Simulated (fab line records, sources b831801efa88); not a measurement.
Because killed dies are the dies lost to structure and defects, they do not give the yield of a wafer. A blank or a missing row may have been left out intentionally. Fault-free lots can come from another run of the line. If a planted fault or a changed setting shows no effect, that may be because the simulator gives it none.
Matching of chambers	flow gf180mcu	GF_STI_CMP_25 on cmp-01: 4 sister chambers
The step polishes, stops on Si3N4, t overpolish 33 s, target thk 524.6 nm. 8 wafers are shown with their chamber, then 7 later ones without.

## WAFERS PAIRED WITH THEIR CHAMBERS
wafer	chamber	motor-current-A (A)	retaining-ring-pressure-frac
L375.1	2	9.9	1.005
L377.5	3	13.2	1.002
L379.1	0	10.5	1.012
L379.5	1	13.5	0.997
L379.6	2	10.0	1.002
L384.5	0	11.4	1.003
L388.5	1	13.8	1.002
L389.5	3	12.7	1.001

## WAFERS WITH NO CHAMBER GIVEN
wafer	motor-current-A (A)	retaining-ring-pressure-frac
L389.6	9.9	1.000
L391.1	12.4	0.999
L391.2	14.6	1.002
L391.5	10.6	1.007
L393.1	14.0	1.000
L393.2	11.3	0.999
L393.5	13.7	0.999

## CHAMBER TAKEN BY EACH
wafer	from the rows above	in truth
L389.6	2	2
L391.1	can't be placed: 3 or 1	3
L391.2	can't be placed: 1 or 3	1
L391.5	can't be placed: 0 or 2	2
L393.1	can't be placed: 1 or 3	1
L393.2	can't be placed: 0 or 2 or 3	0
L393.5	can't be placed: 1 or 3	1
Placed correctly: 1 of 7. From these rows, 6 cannot be placed; in 6 the true chamber is one of the candidates. Number placed wrongly: 0.
How it was worked out, from the rows above alone: a wafer's distance from a chamber is the root of the sum, over the readings, of the square of ((its reading less the chamber's mean) divided by the reading's scatter). If the next closest chamber is less than 2 further off than the closest, the wafer can't be placed; otherwise it belongs to the closest. For every chamber, the mean is computed from those of its wafers that are shown. The scatter is the square root of a quotient: the sum, over the shown wafers, of each reading's squared deviation from its chamber's mean, divided by wafers minus chambers.
